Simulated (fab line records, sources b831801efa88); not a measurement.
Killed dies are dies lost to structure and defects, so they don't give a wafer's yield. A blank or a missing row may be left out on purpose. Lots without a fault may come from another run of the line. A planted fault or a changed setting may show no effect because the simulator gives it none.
A struck lot beside a sound one | flow sky130 | 29 steps out of a route of 708
Sound: wafers L535.3, L535.4, L535.6. Struck: wafers L526.2, L526.4, L526.5. The cause comes at the end.
At each step with rows: each side's tool, then ch and its chambers, then its first start. Under that, the readings that differ: sound wafers | struck wafers | difference of the means | sigmas: that difference in standard deviations of wafers without a fault.
alike: readings whose means differ by less than 2 such deviations, and words and numbers that are the same on both sides. not compared: withheld readings, readings that some wafer has no value for, bounds like >300 that may hide the same value, and numbers for which the record gives no deviation and whose values overlap.
The two part at a step that has a row with sigmas, a row that says differs or no value, or rows on one side only. Numbers that don't overlap but have no deviation are shown without sigmas and don't part them. A reading that every wafer of one side lacks parts them only if that side has two wafers or more.

first, 3 steps without rows for these wafers: SKY_METAL2_EXPOSE_12 (exposes mask MM2, target cd 140 nm); SKY_METAL2_PEB_13; SKY_METAL2_DEVELOP_14 (develop time 60 s).
SKY_METAL2_CD_MEAS_15: target cd 140 nm.
  sound on cd_sem-01, day 41 02:48; struck on cd_sem-02, day 37 16:25
  alike: cd_nm
SKY_METAL2_OVL_MEAS_16:
  sound on overlay-01, day 41 02:54; struck on overlay-02, day 37 16:32
  alike: METAL2_OVL
then, 1 step without rows for these wafers: SKY_METAL2_DESCUM_17 (chemistry O2, time 8 s).
SKY_METAL2_ETCH_18: etches BARC in N2/H2, stops on SiO2, time 45.9 s, target depth 60 nm.
  sound on rie_metal-01 ch 0,1, day 41 02:58; struck on rie_metal-03 ch 0,1, day 37 16:35
  alike: drypump_motor_current_A, he_backside_leak_sccm, oes_product_au, throttle_valve_pct
  not compared: rf_hours_counter_h
SKY_METAL2_METAL_ETCH_19: etches the open film in Cl2/BCl3, stops on SiO2, target depth 360 nm, time 78 s.
  sound on rie_metal-01 ch 0,1, day 41 03:03; struck on rie_metal-03 ch 0,1, day 37 16:39
  alike: drypump_motor_current_A, he_backside_leak_sccm, oes_product_au, throttle_valve_pct
  not compared: rf_hours_counter_h
SKY_METAL2_STRIP_20: strips in O2/N2.
  sound on plasma_asher-03 ch 0,1, day 41 03:08; struck on plasma_asher-03 ch 0,1, day 37 16:44
  alike: drypump_motor_current_A, o2_flow_sccm, oes_product_au, strip_time_to_endpoint_s
  not compared: rf_hours_counter_h
then, 3 steps without rows for these wafers: SKY_METAL2_STRIP_21 (strips in post etch residue remover, time 1200 s); SKY_METAL2_CLEAN_22 (cleans in IPA, time 180 s); SKY_METAL2_CLEAN_23 (cleans in O3/DIW).
SKY_VIA2_HDPCVD_00: deposits SiO2, target thk 1180 nm, time 196.7 s.
  sound on hdpcvd-01 ch 0,1,2, day 41 03:42; struck on hdpcvd-01 ch 0,1,2, day 37 17:20
  no value came back on the struck wafers for pressure_mtorr (mTorr), run_length_s (s); on the sound wafers pressure_mtorr (mTorr) reads 6.002 5.991 6.023
SKY_VIA2_CMP_02: polishes SiO2.
  sound on cmp-01 ch 0,2,3, day 41 03:56; struck on cmp-01 ch 0,1,3, day 37 17:31
  alike: motor_current_A
SKY_VIA2_BOW_MEAS_03:
  sound on film_metro-03, day 41 04:13; struck on film_metro-04, day 37 17:50
  alike: VIA2_BOW
then, 8 steps without rows for these wafers: SKY_VIA2_DEHYDRATE_04 (time 60 s); SKY_VIA2_HMDS_05 (prime time 60 s); SKY_VIA2_COAT_06 (resist thk 60 nm); SKY_VIA2_COAT_07 (resist thk 450 nm); SKY_VIA2_SOFTBAKE_08 (time 90 s); SKY_VIA2_EXPOSE_09 (exposes mask VIM2, target cd 200 nm); SKY_VIA2_PEB_10; SKY_VIA2_DEVELOP_11 (develop time 60 s).
SKY_VIA2_CD_MEAS_12: target cd 200 nm.
  sound on cd_sem-01, day 42 03:40; struck on cd_sem-02, day 38 19:38
  alike: cd_nm
SKY_VIA2_OVL_MEAS_13:
  sound on overlay-01, day 42 03:46; struck on overlay-02, day 38 19:45
  alike: VIA2_OVL
SKY_VIA2_ETCH_14: etches BARC in N2/H2, stops on SiO2, time 45.9 s, target depth 60 nm.
  sound on rie_diel-01 ch 1,2, day 42 03:48; struck on rie_diel-02 ch 1,2,3, day 38 19:47
  alike: drypump_motor_current_A, oes_product_au, throttle_valve_pct
  not compared: rf_hours_counter_h
SKY_VIA2_ETCH_15: etches SiO2 in C4F8/O2/Ar, stops on TiN, target depth 546 nm, time 84 s.
  sound on rie_diel-01 ch 1,2, day 42 03:52; struck on rie_diel-02 ch 1,2,3, day 38 19:49
  reading                  | sound             | struck            | difference | sigmas
  oes_product_au (a.u.)    | 0.940 0.932 0.935 | 0.374 0.372 0.376 | -0.562     | -99 or more
  model.etch.depth_nm (nm) | 495.7 494.1 493.4 | 0 0 0             | -494       |
  not compared: rf_hours_counter_h
then, 1 step without rows for these wafers: SKY_VIA2_STRIP_16 (strips in O2/N2).
-- the record jumps here: 9 days lie between the struck wafers' starts before and after (it left off in module VIA2 and takes up again in module PAD_OPEN, whose first step shown is number 708 of the route) --
SKY_PAD_OPEN_PROBE_99:
  the record has rows for the struck wafers here (prober-01, day 47 18:56) and none for the sound ones

WHERE THEY PART
First at SKY_VIA2_HDPCVD_00; last, within this record, at SKY_PAD_OPEN_PROBE_99.

WHY: what the simulator had put in
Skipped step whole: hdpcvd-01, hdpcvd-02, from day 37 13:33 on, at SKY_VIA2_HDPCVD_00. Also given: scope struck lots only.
